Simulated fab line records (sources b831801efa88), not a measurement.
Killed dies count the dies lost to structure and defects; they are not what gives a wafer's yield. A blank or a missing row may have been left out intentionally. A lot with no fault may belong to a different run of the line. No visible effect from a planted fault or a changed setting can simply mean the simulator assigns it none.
Code-filled problem report in 8D (eight disciplines) form	flow sky130	the parts of the form that need people (team, actions taken, sign-off) are left out

1. THE ISSUE
cd-nm at SKY_VT_ADJUST_NCORE_CD_MEAS_07 reads a mean of 362.3 nm on 2 wafers of 2 lots; wafers without a fault read 379.9 nm with a standard deviation of 2.7. Measured from the usual mean, that is -6.5 standard deviations.
The step: target cd 380 nm.
The first sign was on wafer L555.4 at day 13 01:14, on cd-sem-01. The record holds 37 wafers of 13 lots with a number at this step. By rule, "out" or "out of limits" means more than 4 standard deviations away from the usual mean. Any other wafer with a number is counted as sound.

2. WHAT THIS IS AND IS NOT
question	is	is not
which readings at this step	cd-nm	-
which lots	L555, L557	L543, L544, L545, L547, L548, L549, L550, L554, L561, L564, L565
which wafers of those lots	L555.4, L557.6	L557.1, L557.5
read on which gauges	cd-sem-01	cd-sem-02
when	from day 13 01:14	up to then (24 sound wafers); but 11 sound wafers of L557, L561, L564, L565 came after

3. WHAT RULES OUT EACH SUSPECT
Counting: if a tool at a process step up to the reading ran every lot that is out, it stays a suspect. Sound lots after the first of them don't rule it out here, since some wafers of a struck lot are sound.
- the gauge at SKY_VT_ADJUST_NCORE_CD_MEAS_07: kept. All the wafers that are out were read on cd-sem-01, and no step on other tools shows them out.
- plasma-asher-02 at SKY_VT_ADJUST_HVTP_STRIP_10 (strips in O2/N2): kept. It processed each lot that is out (first: L555, day 10 00:47); up to then, its last sound lot is L554 (day 9 19:33).
- iline-stepper-01 at SKY_VT_ADJUST_NCORE_EXPOSE_04 (exposes mask LVTN COMPLEMENT THIN, target cd 380 nm): kept. It processed each lot that is out (first: L555, day 12 13:16); up to then, its last sound lot is L548 (day 10 04:21).
- At SKY_VT_ADJUST_HVTP_STRIP_10 on plasma-asher-02, chamber 0 took the sound wafers of the same lots and chamber 1 took the wafers that are out.
The count leaves plasma-asher-02 at SKY_VT_ADJUST_HVTP_STRIP_10, iline-stepper-01 at SKY_VT_ADJUST_NCORE_EXPOSE_04, and cd-sem-01 at SKY_VT_ADJUST_NCORE_CD_MEAS_07.

4. THE CAUSE (what the simulator had put in)
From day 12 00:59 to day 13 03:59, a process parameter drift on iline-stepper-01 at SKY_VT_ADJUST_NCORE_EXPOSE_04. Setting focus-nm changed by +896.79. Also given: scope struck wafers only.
Counting leaves 3 suspects; this tool is one of them.

5. SEQUENCE OF EFFECTS, ordered by route
Each row: a reading where the mean over the struck wafers with a number is more than 3 standard deviations away from the usual. Only readings whose record carries a usual standard deviation are examined. hours: median over the lots of the time between each lot's start at the first step of this table that gives one and its start at this step. sigmas: the change, counted in usual standard deviations.
hours	step	reading	usual	on struck wafers	change	sigmas
0	SKY_VT_ADJUST_NCORE_CD_MEAS_07	cd-nm	379.9 nm	362.3	-17.6	-6.5
Later measuring or inspecting steps at which every struck wafer that the step has a row for has a number for every such reading, and none has moved that far: SKY_VT_ADJUST_PCH_OVL_MEAS_07.

6. HOW IT WOULD HAVE BEEN CAUGHT EARLIER
In this record the first reading out of limits at a measuring or inspecting step was taken at day 13 01:14, 24 hours after the fault began at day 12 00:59.
By day 13 01:14 the whole set of lots that are out, 2 in number, had already begun SKY_VT_ADJUST_NCORE_EXPOSE_04 on iline-stepper-01. None of them would have been spared by holding the tool at that moment.
